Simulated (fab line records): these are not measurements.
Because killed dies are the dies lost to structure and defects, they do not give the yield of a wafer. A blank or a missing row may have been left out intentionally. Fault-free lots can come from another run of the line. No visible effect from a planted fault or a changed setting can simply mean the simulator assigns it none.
Struck lot and sound lot, side by side || flow sky130 || 18 out of 708 route steps
Sound: these wafers, L205.1, L205.5, L205.6. Struck: wafer L214.1 (left out: L214.4, L214.5 of the same lot, which were not struck); the cause appears at the end.
Order at every step that has rows: each side's tool, ch and its chambers, its first start. Under that, the readings that differ: sound wafers || struck wafers || difference of the means || sigmas: that difference in standard deviations of wafers without a fault.
alike: same words and numbers on both sides, and readings whose means sit less than 2 such deviations apart. not compared: any withheld reading, any reading some wafer has no value for, any bound like >300 that may hide the same value, and any number with overlapping values for which the record gives no deviation.
A row with sigmas, a row that says differs or no value, or rows on one side alone: a step with any of these is where the two part. Non-overlapping numbers with no deviation appear without sigmas and do not part them. Lack of a reading on every wafer of one side parts them only where that side has two or more wafers.

first, 4 steps without rows for these wafers: SKY_SD_P_SOFTBAKE_03 (time 60 s); SKY_SD_P_EXPOSE_04 (exposes mask PSDM, target cd 380 nm); SKY_SD_P_PEB_05; SKY_SD_P_DEVELOP_06 (develop time 60 s).
SKY_SD_P_CD_MEAS_07: target cd 380 nm.
  sound: cd_sem-01 at day 28 04:51; struck: cd_sem-01 at day 31 11:15
  alike: cd_nm
SKY_SD_P_OVL_MEAS_08:
  sound: overlay-01 at day 28 04:58; struck: overlay-02 at day 31 11:22
  alike: SD_P_OVL
after that, 1 step had no rows for these wafers: SKY_SD_P_IMPLANT_09.
SKY_SD_P_STRIP_10: strips in O2/N2.
  sound on plasma_asher-04 ch 0,1, day 28 05:10; struck on plasma_asher-01 ch 1, day 31 11:34
  alike: drypump_motor_current_A, oes_product_au, strip_time_to_endpoint_s
  not compared: rf_hours_counter_h
SKY_SD_P_TW_MEAS_11:
  sound: film_metro-01 at day 28 05:16; struck: film_metro-03 at day 31 11:40
  alike: SD_P_TW
then, 3 steps without rows for these wafers: SKY_RES_XHIGH_DEHYDRATE_00 (time 60 s); SKY_RES_XHIGH_HMDS_01 (prime time 60 s); SKY_RES_XHIGH_COAT_02 (resist thk 1140 nm).
SKY_RES_XHIGH_SOFTBAKE_03: time 60 s.
  sound on litho_track-03 ch 0, day 28 18:26; struck on litho_track-04 ch 0, day 32 01:04
{"reading": "heater_power_total_W (W)", "sound": "56.60 56.67 56.61", "struck": 62.54, "difference": "+5.91", "sigmas": "+99 or more"}
{"reading": "run_length_s (s)", "sound": "89.06 89.26 89.36", "struck": 73.35, "difference": -15.88, "sigmas": "-99 or more"}
then, 2 steps without rows for these wafers: SKY_RES_XHIGH_EXPOSE_04 (exposes mask URPM, target cd 1270 nm); SKY_RES_XHIGH_PEB_05.
SKY_RES_XHIGH_DEVELOP_06: develop time 60 s.
  sound on litho_track-04 ch 0, day 29 09:28; struck on litho_track-04 ch 0, day 32 12:58
{"reading": "model.NOVOLAK_of_RES_XHIGH_COAT_02.thk_nm (nm)", "sound": "1140 1137 1139", "struck": 1146, "difference": "+7", "sigmas": ""}
after that, 1 step had no rows for these wafers: SKY_RES_XHIGH_IMPLANT_07.
-- a jump in the record: the struck wafers' starts before and after are 17 days apart (it breaks off in module RES_XHIGH and resumes in module PAD_OPEN, where the first step shown is number 708 of the route) --
SKY_PAD_OPEN_PROBE_99:
  sound: prober-02 at day 47 16:55; struck: prober-01 at day 50 00:28
{"reading": "killed_at_M0_to_M3", "sound": "59 53 55", "struck": 41, "difference": -15, "sigmas": -2}
{"reading": "killed_dies", "sound": "92 98 118", "struck": 77, "difference": -26, "sigmas": -3}
{"reading": "killed_short", "sound": "32 48 48", "struck": 26, "difference": -17, "sigmas": -3}
  alike: killed_at_M4_up, killed_at_contacts, killed_at_front_end, killed_at_other, killed_open

== WHERE THEY PART ==
At SKY_RES_XHIGH_SOFTBAKE_03 first; at SKY_PAD_OPEN_PROBE_99 last (within this record only).

WHY: what had been put in by the simulator
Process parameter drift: litho_track-04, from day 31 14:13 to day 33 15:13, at SKY_RES_XHIGH_SOFTBAKE_03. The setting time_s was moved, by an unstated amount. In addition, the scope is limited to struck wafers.
